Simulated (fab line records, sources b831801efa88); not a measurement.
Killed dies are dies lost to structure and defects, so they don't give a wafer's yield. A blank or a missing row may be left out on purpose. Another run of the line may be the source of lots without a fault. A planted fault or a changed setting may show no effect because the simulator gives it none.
Which tool was responsible? + flow gf180mcu + 11 lots, 33 wafers sampled, at 3 steps of a route of 602

## WHAT EACH GAUGE READ, for each wafer
GF_M5_CD_MEAS_07: target cd 280 nm.
| lot  | measured     | on       | cdNm (nm)         |
|------|--------------|----------|-------------------|
| L520 | day 25 23:42 | cdSem-02 | 280.9 280.7 281.7 |
| L521 | day 26 09:20 | cdSem-01 | 279.5 279.3 281.1 |
| L524 | day 27 19:33 | cdSem-02 | 280.2 279.3 279.0 |
| L526 | day 28 09:23 | cdSem-01 | 282.1 283.3 282.6 |
| L527 | day 28 20:46 | cdSem-01 | 279.6 280.3 281.4 |
| L528 | day 28 23:34 | cdSem-01 | 280.6 280.3 280.6 |
| L529 | day 29 02:43 | cdSem-01 | 279.2 279.0 278.7 |
| L532 | day 30 02:39 | cdSem-02 | 280.7 279.9 279.6 |
| L534 | day 30 11:13 | cdSem-01 | 282.3 281.0 280.2 |
| L535 | day 30 19:37 | cdSem-02 | 280.7 281.5 282.5 |
| L540 | day 32 04:22 | cdSem-02 | 280.6 281.4 280.7 |

## EACH LOT AND THE TOOL THAT RAN IT (in order: tool; ch and the chambers of the sampled wafers; start)
| lot  | GF_V4_ETCH_17                                | GF_V4_SPUTTER_22            |
|------|----------------------------------------------|-----------------------------|
| L520 | rieDiel-04 ch 0,1,2, day 24 03:04 or earlier | pvdSputter-02, day 24 03:04 |
| L521 | rieDiel-01 ch 0,2,3, day 24 13:25 or earlier | pvdSputter-01, day 24 13:25 |
| L524 | rieDiel-01 ch 2,3, day 26 00:27 or earlier   | pvdSputter-04, day 26 00:27 |
| L526 | rieDiel-04 ch 0,3, day 26 16:38 or earlier   | pvdSputter-01, day 26 16:38 |
| L527 | rieDiel-03 ch 0,2, day 27 04:19 or earlier   | pvdSputter-02, day 27 04:19 |
| L528 | rieDiel-01 ch 1,2,3, day 27 06:10 or earlier | pvdSputter-02, day 27 06:10 |
| L529 | rieDiel-03 ch 1,2, day 27 09:27 or earlier   | pvdSputter-02, day 27 09:27 |
| L532 | rieDiel-03 ch 0,2,3, day 28 11:24 or earlier | pvdSputter-02, day 28 11:24 |
| L534 | rieDiel-03 ch 1, day 28 20:49 or earlier     | pvdSputter-02, day 28 20:49 |
| L535 | rieDiel-01 ch 0,2,3, day 29 05:54 or earlier | pvdSputter-04, day 29 05:54 |
| L540 | rieDiel-04 ch 2,3, day 30 17:15 or earlier   | pvdSputter-01, day 30 17:15 |
- GF_V4_ETCH_17: etches SiO2 in C4F8/O2/Ar, stops on TiN, target depth 630 nm.
- GF_V4_SPUTTER_22: material TiN, target thk 10 nm, time 40 s.

## AS READ BY THE TOOLS THEMSELVES (means over the sampled wafers that have a number; for cases with no such wafer, the mark the record gives instead)
GF_V4_ETCH_17.
| lot  | tool       | oesProductAu (a.u.) | rfFwdPowerW (W) |
|------|------------|---------------------|-----------------|
| L520 | rieDiel-04 | 0.853               | 1489            |
| L521 | rieDiel-01 | 0.853               | 1491            |
| L524 | rieDiel-01 | 0.854               | 1487            |
| L526 | rieDiel-04 | 0.854               | 1495            |
| L527 | rieDiel-03 | 0.854               | 1487            |
| L528 | rieDiel-01 | 0.861               | 1489            |
| L529 | rieDiel-03 | 0.855               | 1488            |
| L532 | rieDiel-03 | 0.859               | 1490            |
| L534 | rieDiel-03 | 0.858               | 1493            |
| L535 | rieDiel-01 | 0.853               | 1497            |
| L540 | rieDiel-04 | 0.857               | 1496            |

GF_V4_SPUTTER_22.
| lot  | tool          | chamberPressurePa (Pa) | throttleValvePct (%) |
|------|---------------|------------------------|----------------------|
| L520 | pvdSputter-02 | 5.002                  | 29.5                 |
| L521 | pvdSputter-01 | 5.005                  | 28.7                 |
| L524 | pvdSputter-04 | 4.994                  | 29.0                 |
| L526 | pvdSputter-01 | 5.003                  | 28.9                 |
| L527 | pvdSputter-02 | 4.992                  | 30.0                 |
| L528 | pvdSputter-02 | 5.001                  | 29.2                 |
| L529 | pvdSputter-02 | 4.998                  | 29.7                 |
| L532 | pvdSputter-02 | 5.001                  | 29.2                 |
| L534 | pvdSputter-02 | 5.004                  | 29.2                 |
| L535 | pvdSputter-04 | 5.016                  | 28.9                 |
| L540 | pvdSputter-01 | 4.996                  | 30.1                 |

## THE ANSWER, worked out from the rows above alone
Rule: the usual values come from the lots themselves. The widest of any qualifying gaps counts: lots, ordered by their means at a reading, are off when they make up no more than a third of the lots, leave a main group of 4 or more, and stand apart from it by 3 or more times the standard deviation of that group's means. Not used: any main group whose means are identical at the precision the tables above print for the reading. A lot without any number at a reading at which 4 lots or more have one is off too. All remaining lots with rows at the step are treated as sound. Order of review: gauges by route order, followed by the tools' own readings, for which a lot's mean as printed above is used. The first step at which some lot is off is used, and at that step the reading that is off furthest; a lot without a number counts as furthest.
Nothing can be told from this: no lot is off at any reading shown.

## WHAT THE SIMULATOR HAD PUT IN
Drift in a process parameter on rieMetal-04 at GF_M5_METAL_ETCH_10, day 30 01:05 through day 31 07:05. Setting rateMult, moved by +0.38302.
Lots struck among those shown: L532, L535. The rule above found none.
